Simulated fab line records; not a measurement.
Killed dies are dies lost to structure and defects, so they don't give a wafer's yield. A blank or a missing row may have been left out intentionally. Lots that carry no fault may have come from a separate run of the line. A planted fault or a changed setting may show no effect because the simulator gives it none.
fab line records | flow sky130
record: lots: 11 wafers: 33 last_day: 50
route steps=708 shown LOCAL_INTERCONNECT@400 CONTACT@424 PAD_OPEN@708
lots with no fault: from the same line, run without faults
start_h: hours from the record's first day to the start of the lot's first wafer shown | wait_h: time in hours since the lot's previous step | " the same as in the row above | L1.1+2: a row that stands for several wafers | - either no value or no given start | * or withheld: withheld | < > ~ a bound
route shown NAME@n: a module of which the file shows steps, and the number in the route of the first | usual: the fault-free wafers' mean and standard deviation | same: alike in all rows | chamber/n: place in a boat | sites: the reading at each site | _std_site: how widely they spread, as a standard deviation | _edge_site: outer sites' mean less inner sites' | radius_mm: how far each site lies from the wafer's centre | mask NAME#n: copy n | behind: the tool/chamber that last shaped the wafer | hold: cause of the lot's hold/its duration in hours/its outcome | device: transistor that didn't switch, given as n, p or np | end of line: at the end of the route, the tests of the same wafers | for a step that has no rows: nothing shown but its recipe | killed: at the first sort, the dies lost to defects and structure; wafer yield is something else | map: shows each die of a wafer: x if killed, . if not, _ if none is there
set.NAME: the run value of the setting; set.NAME@STEP: its run value at that earlier step | model.NAME: the simulator's own value behind a step, which no gauge read
a sample of lots followed through the steps of the route, with each step as a table and each wafer as a row
services: the hour from which a tool's chamber was out of use, counted from the record's first day as start_h (under 0 if before that day), plus the number of hours and why
== steps ==
step: SKY_LOCAL_INTERCONNECT_ETCH_13
recipe: chemistry: N2/H2 target: BARC ion_energy_ev: 200 bias_w: 100 pressure_mtorr: 30 n2_flow_sccm: 100 h2_flow_sccm: 200 icp_w: 500 stop_on: SiO2 time_s: 45.9 target_depth_a: 600
usual: bias_w: 100.01/0.29 drypump_motor_current_A: 5.9/0.53 oes_product_au: 0.854/0.005 throttle_valve_pct: 13.223/0.009
columns lot.wafer tool chamber start_h wait_h bias_w drypump_motor_current_A oes_product_au rf_hours_counter_h throttle_valve_pct
L148.1 rie_metal-02 1 702.10 0.0 99.97 6.6 0.860 14 13.228
L148.3 " 1 " " 100.33 6.6 0.861 - 13.229
L148.4 " 0 " " 99.95 5.0 0.858 - 13.231
L156.3 rie_metal-01 1 776.55 0.1 100.13 6.0 0.856 - 13.205
L156.5 " 1 " " 100.32 6.0 0.851 - 13.231
L156.6 " 1 " " 99.79 6.0 0.854 - 13.203
L157.2 rie_metal-02 0 787.00 0.0 100.40 5.0 0.846 16 13.229
L157.3 " 1 " " 99.91 6.6 0.851 - 13.226
L157.4 " 0 " " 100.53 5.0 0.851 - 13.239
L159.2 rie_metal-03 1 795.17 0.0 100.19 6.2 0.856 8 13.218
L159.3 " 0 " " 99.73 6.1 0.853 - 13.228
L159.4 " 1 " " 100.24 6.3 0.845 - 13.207
L160.2 rie_metal-03 0 797.72 0.0 99.92 6.0 0.854 12 13.222
L160.4 " 0 " " 99.76 6.0 0.855 - 13.232
L160.5 " 0 " " 99.98 6.1 0.851 - 13.226
L164.2 rie_metal-01 1 835.84 0.0 99.72 6.0 0.858 18 13.225
L164.3 " 1 " " 99.87 6.0 0.858 - 13.229
L164.6 " 0 " " 100.42 6.1 0.854 - 13.225
L165.1 rie_metal-02 1 842.14 0.0 100.42 6.6 0.849 4 13.221
L165.4 " 0 " " 99.81 5.0 0.854 - 13.215
L165.5 " 0 " " 99.65 5.0 0.861 - 13.212
L166.3 rie_metal-03 0 848.06 0.0 100.20 6.0 0.861 - 13.224
L166.4 " 1 " " 100.63 6.3 0.855 - 13.216
L166.5 " 1 " " 99.81 6.3 0.851 - 13.223
L167.1 rie_metal-02 0 850.97 0.0 100.00 5.0 0.853 1 13.227
L167.2 " 1 " " 99.66 6.6 0.856 4 13.215
L167.5 " 0 " " 100.10 5.0 0.852 - 13.241
L168.1 rie_metal-02 1 853.62 0.0 99.61 6.6 0.859 4 13.229
L168.5 " 0 " " 99.78 5.0 0.854 - 13.232
L168.6 " 1 " " 100.08 6.6 0.847 - 13.213
L171.2 rie_metal-02 0 889.24 0.0 99.99 5.0 0.864 3 13.229
L171.4 " 0 " " 99.64 5.0 0.860 - 13.212
L171.6 " 1 " " 100.03 6.6 0.848 - 13.222
step: SKY_LOCAL_INTERCONNECT_STRIP_15
recipe: chemistry: O2/N2 power_w: 1400 pressure_mtorr: 1500 platen_temp_c: withheld o2_flow_sccm: 3000 n2_flow_sccm: 300 overash_fraction: 0.5
usual: drypump_motor_current_A: 5.8/0.57 oes_product_au: 0.427/0.0046 strip_time_to_endpoint_s: 4.729/0.022
columns lot.wafer tool chamber start_h wait_h drypump_motor_current_A oes_product_au rf_hours_counter_h strip_time_to_endpoint_s
L148.1 plasma_asher-03 0 702.22 0.0 5.8 0.424 60 4.741
L148.3 " 0 " " 5.8 0.428 - 4.732
L148.4 " 1 " " 5.4 0.429 - 4.729
L156.3 plasma_asher-01 0 776.77 0.1 4.8 0.433 - 4.723
L156.5 " 0 " " 4.8 0.422 - 4.702
L156.6 " 1 " " 6.3 0.420 - 4.731
L157.2 plasma_asher-03 1 787.12 0.0 5.5 0.422 69 4.749
L157.3 " 0 " " 5.7 0.431 - 4.752
L157.4 " 1 " " 5.5 0.422 - 4.730
L159.2 plasma_asher-01 0 795.28 0.0 4.8 0.423 5 4.652
L159.3 " 0 " " 4.8 0.430 - 4.695
L159.4 " 1 " " 6.2 0.427 - 4.666
L160.2 plasma_asher-03 0 797.83 0.0 5.7 0.425 70 4.726
L160.4 " 0 " " 5.7 0.428 - 4.752
L160.5 " 0 " " 5.8 0.428 - 4.744
L164.2 plasma_asher-01 0 835.95 0.0 4.8 0.431 9 4.740
L164.3 " 0 " " 4.8 0.424 - 4.746
L164.6 " 1 " " 6.2 0.419 - 4.755
L165.1 plasma_asher-04 0 842.25 0.0 6.5 0.426 40 4.730
L165.4 " 1 " " 6.2 0.426 - 4.697
L165.5 " 1 " " 6.2 0.433 - 4.714
L166.3 plasma_asher-04 0 848.18 0.1 6.4 0.434 - 4.748
L166.4 " 1 " " 6.2 0.420 - 4.700
L166.5 " 1 " " 6.2 0.422 - 4.693
L167.1 plasma_asher-01 0 851.08 0.0 4.8 0.430 10 4.726
L167.2 " 1 " " 6.2 0.429 10 4.742
L167.5 " 1 " " 6.2 0.427 - 4.727
L168.1 plasma_asher-01 1 853.73 0.0 6.2 0.428 11 4.746
L168.5 " 1 " " 6.2 0.426 - 4.696
L168.6 " 0 " " 4.8 0.429 - 4.746
L171.2 plasma_asher-04 0 889.35 0.0 6.5 0.436 45 4.722
L171.4 " 0 " " 6.5 0.427 - 4.718
L171.6 " 1 " " 6.2 0.431 - 4.748
step: SKY_CONTACT_ETCH_18
recipe: target: Si3N4 chemistry: CHF3/O2 stop_on: TiN source_w: 600 bias_w: 200 pressure_mtorr: 40 chf3_flow_sccm: 50 O2_flow_sccm: 5 time_s: 39 target_depth_a: 750
usual: bias_w: 200.0/0.61 drypump_motor_current_A: 5.9/0.47 oes_product_au: 0.853/0.0083 throttle_valve_pct: 8.792/0.0094
columns lot.wafer tool chamber start_h wait_h bias_w drypump_motor_current_A oes_product_au rf_hours_counter_h throttle_valve_pct
L148.1 rie_diel-04 3 730 - 200.5 5.6 0.851 45 8.793
L148.3 " 0 " " 200.6 6.7 0.842 13 8.818
L148.4 " 0 " " 200.3 6.7 0.852 - 8.790
L156.3 rie_diel-02 1 804 - 200.3 6.2 0.843 17 8.787
L156.5 " 1 " " 200.7 6.2 0.854 - 8.791
L156.6 " 3 " " 199.9 5.8 0.857 - 8.782
L157.2 rie_diel-04 0 816 - 200.2 6.7 0.843 16 8.790
L157.3 " 3 " " 199.9 5.6 0.853 1 8.781
L157.4 " 2 " " 199.5 5.7 0.853 11 8.775
L159.2 rie_diel-03 0 823 - 199.4 5.1 0.854 14 8.804
L159.3 " 1 " " 200.5 6.5 0.847 6 8.780
L159.4 " 2 " " 200.6 6.3 0.858 6 8.795
L160.2 rie_diel-04 3 824 - 199.8 5.6 0.861 1 8.805
L160.4 " 1 " " 200.3 5.6 0.856 27 8.792
L160.5 " 1 " " 200.3 5.6 0.859 - 8.800
L164.2 rie_diel-03 2 863 - 200.3 6.2 0.844 7 8.794
L164.3 " 1 " " 200.7 6.5 0.844 7 8.793
L164.6 " 3 " " 201.0 5.9 0.855 - 8.783
L165.1 rie_diel-04 0 870 - 304.4 6.7 0.841 18 8.786
L165.4 " 2 " " 302.8 5.7 0.848 - 8.786
L165.5 " 0 " " 304.3 6.6 0.864 - 8.798
L166.3 rie_diel-02 0 875 - 199.6 5.3 0.849 6 8.782
L166.4 " 2 " " 200.4 5.8 0.834 - 8.814
L166.5 " 1 " " 200.4 6.2 0.835 - 8.784
L167.1 rie_diel-04 0 878 - 303.9 6.7 0.847 19 8.784
L167.2 " 2 " " 303.6 5.7 0.855 13 8.795
L167.5 " 1 879 - 302.7 5.6 0.867 - 8.788
L168.1 rie_diel-04 1 881 - 303.1 5.6 0.839 0 8.803
L168.5 " 1 " " 303.5 5.6 0.859 - 8.781
L168.6 " 0 " " 303.9 6.7 0.853 - 8.795
L171.2 rie_diel-03 1 915 - 199.1 6.4 0.848 9 8.788
L171.4 " 0 " " 200.3 5.0 0.843 17 8.803
L171.6 " 2 " " 200.2 6.2 0.851 - 8.787
step: SKY_CONTACT_STRIP_19
recipe: chemistry: O2/N2 power_w: 1400 pressure_mtorr: 1500 platen_temp_c: withheld o2_flow_sccm: 3000 n2_flow_sccm: 300 overash_fraction: 0.5
usual: drypump_motor_current_A: 5.6/0.48 oes_product_au: 0.381/0.0045 strip_time_to_endpoint_s: 3.61/0.032
columns lot.wafer tool chamber start_h wait_h drypump_motor_current_A oes_product_au rf_hours_counter_h strip_time_to_endpoint_s
L148.1 plasma_asher-01 1 730.87 - 6.2 0.378 104 3.60
L148.3 " 1 " " 6.2 0.383 - 3.58
L148.4 " 0 " " 4.8 0.382 - 3.61
L156.3 plasma_asher-01 0 804.40 - 4.8 0.385 - 3.64
L156.5 " 0 " " 4.8 0.381 - 3.63
L156.6 " 1 " " 6.2 0.374 - 3.53
L157.2 plasma_asher-03 0 816.14 - 5.8 0.375 72 3.57
L157.3 " 1 " " 5.5 0.380 - 3.59
L157.4 " 0 " " 5.8 0.387 - 3.60
L159.2 plasma_asher-03 1 823.64 - 5.5 0.381 73 3.61
L159.3 " 0 " " 5.8 0.388 - 3.60
L159.4 " 1 " " 5.5 0.384 - 3.59
L160.2 plasma_asher-01 1 824.89 - 6.2 0.383 8 3.59
L160.4 " 0 " " 4.8 0.381 - 3.61
L160.5 " 1 " " 6.2 0.376 - 3.60
L164.2 plasma_asher-01 0 863.12 - 4.8 0.372 12 3.66
L164.3 " 0 " " 4.8 0.387 - 3.66
L164.6 " 0 " " 4.8 0.390 - 3.64
L165.1 plasma_asher-01 0 870.22 - 4.8 0.372 12 3.46
L165.4 " 0 " " 4.8 0.369 - 3.42
L165.5 " 0 " " 4.8 0.377 - 3.47
L166.3 plasma_asher-03 1 875.77 - 5.5 0.381 - 3.63
L166.4 " 0 " " 5.8 0.378 - 3.57
L166.5 " 0 " " 5.8 0.379 - 3.65
L167.1 plasma_asher-02 0 879.04 - 5.6 0.378 102 3.45
L167.2 " 1 " " 5.8 0.383 102 3.50
L167.5 " 0 " " 5.6 0.370 - 3.51
L168.1 plasma_asher-02 0 881.44 - 5.6 0.371 102 3.50
L168.5 " 0 " " 5.6 0.373 - 3.49
L168.6 " 1 " " 5.8 0.368 - 3.46
L171.2 plasma_asher-02 0 915.87 - 5.6 0.385 105 3.58
L171.4 " 0 " " 5.6 0.384 - 3.62
L171.6 " 0 " " 5.6 0.375 - 3.62
step: SKY_CONTACT_RS_MEAS_25
recipe: thk_meas_gauge: four-point-probe reads: W_of_CONTACT_CVD_24+TiN_of_CONTACT_SPUTTER_23
usual: CONTACT_W_RS: 0.340/0.0047
columns lot.wafer tool chamber start_h wait_h CONTACT_W_RS[ohm/sq]
L148.1 film_metro-01 - 731.64 0.1 0.342
L148.3 " - " " 0.340
L148.4 " - " " 0.344
L156.3 film_metro-01 - 805.17 0.1 0.336
L156.5 " - " " 0.331
L156.6 " - " " 0.335
L157.2 film_metro-02 - 816.93 0.1 0.331
L157.3 " - " " 0.333
L157.4 " - " " 0.338
L159.2 film_metro-01 - 824.42 0.1 0.338
L159.3 " - " " 0.344
L159.4 " - " " 0.341
L160.2 film_metro-04 - 825.67 0.1 0.341
L160.4 " - " " 0.344
L160.5 " - " " 0.339
L164.2 film_metro-04 - 863.91 0.1 0.345
L164.3 " - " " 0.349
L164.6 " - " " 0.343
L165.1 film_metro-02 - 870.99 0.1 0.334
L165.4 " - " " 0.331
L165.5 " - " " 0.333
L166.3 film_metro-01 - 876.55 0.1 0.335
L166.4 " - " " 0.341
L166.5 " - " " 0.340
L167.1 film_metro-01 - 879.85 0.1 0.337
L167.2 " - " " 0.341
L167.5 " - " " 0.340
L168.1 film_metro-01 - 882.25 0.1 0.338
L168.5 " - " " 0.341
L168.6 " - " " 0.333
L171.2 film_metro-04 - 916.66 0.1 0.349
L171.4 " - " " 0.351
L171.6 " - " " 0.349
step: SKY_PAD_OPEN_PROBE_99
usual: killed_at_M0_to_M3: 43/6.4 killed_at_M4_up: 3.5/1.8 killed_at_contacts: 25/5.7 killed_at_front_end: 15/3.9 killed_at_other: 0.3/0.67 killed_dies: 87/8.6 killed_open: 47/6.7 killed_short: 39/5.9
same: gross_dies: 492 killed_at_back_side: 0
columns lot.wafer tool chamber start_h wait_h killed_at_M0_to_M3 killed_at_M4_up killed_at_contacts killed_at_front_end killed_at_other killed_dies killed_open killed_short
L157.2 prober-01 - 1137.51 0.1 41 1 23 22 0 87 50 37
L157.3 prober-01 - 1137.56 0.2 40 3 28 19 1 91 45 46
L157.4 prober-01 - 1137.61 0.2 48 1 19 24 0 92 51 41
killed by level:class
L157.2 VIA1:geometric_particle:open=11 CONTACT:geometric_particle:open=10 POLY_GATE:geometric_particle:short=7 VIA3:geometric_particle:open=7 CONTACT:geometric_particle:short=6 FIELD_ISO:geometric_particle:open=5 FIELD_ISO:geometric_particle:short=5 LI_CONTACT:geometric_particle:open=5
L157.3 CONTACT:geometric_particle:open=11 LI_CONTACT:geometric_particle:open=7 METAL2:geometric_particle:short=7 VIA3:geometric_particle:open=7 METAL1:geometric_particle:short=6 FIELD_ISO:geometric_particle:short=5 FIELD_ISO:geometric_particle:open=5 VIA1:geometric_particle:open=5
L157.4 VIA1:geometric_particle:open=15 CONTACT:geometric_particle:open=7 METAL2:geometric_particle:short=6 FIELD_ISO:geometric_particle:short=5 METAL1:geometric_particle:short=5 VIA3:geometric_particle:open=5 FIELD_ISO:geometric_particle:open=4 POLY_GATE:geometric_particle:open=4
== services ==
columns tool chamber start_h hours kind
rie_diel-04 1 682.71 75.1 repair
rie_metal-03 - 690.97 10.0 pm
rie_diel-04 3 696.90 7.1 repair
rie_diel-02 0 712.09 8.6 repair
rie_diel-03 - 714.21 1.3 repair
plasma_asher-04 - 729.52 6.2 repair
rie_diel-03 1 730.78 5.8 repair
plasma_asher-04 - 731.12 1.5 repair
plasma_asher-01 - 733.75 9.0 pm
rie_metal-01 1 737.83 6.8 repair
rie_metal-01 0 758.57 5.9 repair
plasma_asher-04 - 759.80 0.3 repair
rie_diel-04 2 761.74 9.6 repair
rie_diel-04 3 771.26 9.9 repair
plasma_asher-01 - 782.45 0.7 repair
rie_metal-01 - 788.56 2.8 pm
plasma_asher-03 - 794.89 1.0 repair
rie_diel-02 2 801.76 8.7 repair
rie_diel-02 1 807.08 19.8 repair
plasma_asher-01 - 827.52 0.8 repair
rie_diel-02 1 839.09 4.4 repair
rie_diel-04 1 845.07 3.5 repair
plasma_asher-02 - 872.48 3.7 repair
plasma_asher-02 - 912.93 1.5 repair
== key ==
first_sign: step: SKY_CONTACT_ETCH_18 reading: bias_w direction: up sigmas: 99+ usual: 200.0 struck: 303.6
effect: step: SKY_CONTACT_STRIP_19 reading: strip_time_to_endpoint_s direction: down sigmas: 4.2 usual: * struck: *
met_at SKY_CONTACT_ETCH_18
struck_lots L165,L167,L168
tester_left_out L165,L167,L168
not_acting_at SKY_LOCAL_INTERCONNECT_ETCH_13,SKY_LOCAL_INTERCONNECT_STRIP_15,SKY_CONTACT_RS_MEAS_25
onset_between 824 870
fault: kind: process_parameter_drift tool: rie_diel-04 chamber: - onset_h: 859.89 steps: SKY_CONTACT_ETCH_18 channel: bias_w offset: 103.8 shape: step end_h: 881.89 acts_in: these_recipes_only stated: 200
tester_left_out: of these lots the tester's yield and bins aren't shown, on N5 and GAA mostly nor the transistor test; their killed dies are dies lost to structure and defects alone, not to doping, threshold or leakage, so they don't give the yield
